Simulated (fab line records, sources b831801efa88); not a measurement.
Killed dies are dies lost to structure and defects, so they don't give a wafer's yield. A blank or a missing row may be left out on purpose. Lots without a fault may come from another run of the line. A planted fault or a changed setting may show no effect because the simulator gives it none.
Which tool did it? | flow sfq_line | 14 lots, 42 wafers sampled, at 1 step of a route of 325

WHAT THE GAUGES READ, wafer by wafer
The record holds no reading of a measuring or inspecting step that can be judged against a usual standard deviation.

WHICH TOOL RAN EACH LOT (tool, then ch and the chambers of the sampled wafers, then the start)
lot  | SFQ_TRILAYER_I0_VIA_LITHO_COAT_036
L114 | litho_track-01 ch 0, day 12 13:05
L115 | litho_track-02 ch 0, day 13 01:13
L117 | litho_track-02 ch 0, day 13 19:16
L118 | litho_track-02 ch 0, day 14 02:59
L119 | litho_track-01 ch 0, day 14 11:56
L124 | litho_track-01 ch 0, day 15 12:31
L125 | litho_track-03 ch 0, day 15 20:41
L127 | litho_track-01 ch 0, day 16 16:15
L128 | litho_track-03 ch 0, day 17 09:44
L130 | litho_track-02 ch 0, day 18 17:17
L134 | litho_track-01 ch 0, day 20 04:50
L135 | litho_track-03 ch 0, day 20 11:59
L136 | litho_track-01 ch 0, day 20 21:38
L137 | litho_track-02 ch 0, day 21 04:53
- SFQ_TRILAYER_I0_VIA_LITHO_COAT_036: resist thk 62 nm.

WHAT THE TOOLS THEMSELVES READ (means of the sampled wafers that have a number; where no wafer has one, the mark that the record gives instead)
SFQ_TRILAYER_I0_VIA_LITHO_COAT_036.
lot  | tool           | spin_speed_rpm (rpm)
L114 | litho_track-01 | 2999.4
L115 | litho_track-02 | 3001.5
L117 | litho_track-02 | 2998.4
L118 | litho_track-02 | 2996.0
L119 | litho_track-01 | 3000.1
L124 | litho_track-01 | 3000.5
L125 | litho_track-03 | 2999.5
L127 | litho_track-01 | 3001.6
L128 | litho_track-03 | 3000.9
L130 | litho_track-02 | 3001.2
L134 | litho_track-01 | 2839.8
L135 | litho_track-03 | 2999.0
L136 | litho_track-01 | 2842.2
L137 | litho_track-02 | 2998.5

THE ANSWER, worked out from the rows above alone
Rule: what is usual is taken from the lots themselves. Put in order of their means at a reading, lots are off if they are a third of the lots or fewer, leave a main group of 4 or more, and stand apart from it by a gap of 3 or more times the standard deviation of the main group's means; of several such gaps the widest counts. A main group whose means are all the same, to the digits that the tables above print for the reading, isn't used. A lot without any number at a reading at which 4 lots or more have one is off too. The other lots that the step has rows for count as sound. The gauges are gone through in route order, then the tools' own readings, and for those a lot's mean is taken as printed above. The first step at which some lot is off is used, and at that step the reading that is off furthest; a lot without a number counts as furthest.
Off: L134, L136, at SFQ_TRILAYER_I0_VIA_LITHO_COAT_036 (spin_speed_rpm). The main group: mean 2999.7 rpm, standard deviation 1.5.
A tool fits if, at that step or a process step before it, it ran every lot that is off, and no sound lot after the first of them. One fits: litho_track-01 at SFQ_TRILAYER_I0_VIA_LITHO_COAT_036. Its last sound lot is L127 (day 16 16:15), its first lot that is off L134 (day 20 04:50): a fault that began between those two fits.
The tool's own readings at SFQ_TRILAYER_I0_VIA_LITHO_COAT_036 bear it out: on the lots that are off they differ by more than 5 times the standard deviation of the sound lots' means. spin_speed_rpm reads 2841.0 rpm there against 2999.7 rpm on the sound lots.

WHAT THE SIMULATOR HAD PUT IN
Process parameter drift: litho_track-01, from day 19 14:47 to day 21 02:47, at SFQ_TRILAYER_I0_VIA_LITHO_COAT_036. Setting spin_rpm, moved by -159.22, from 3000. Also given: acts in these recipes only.
Lots struck among those shown: L134, L136. The rule above found the same.
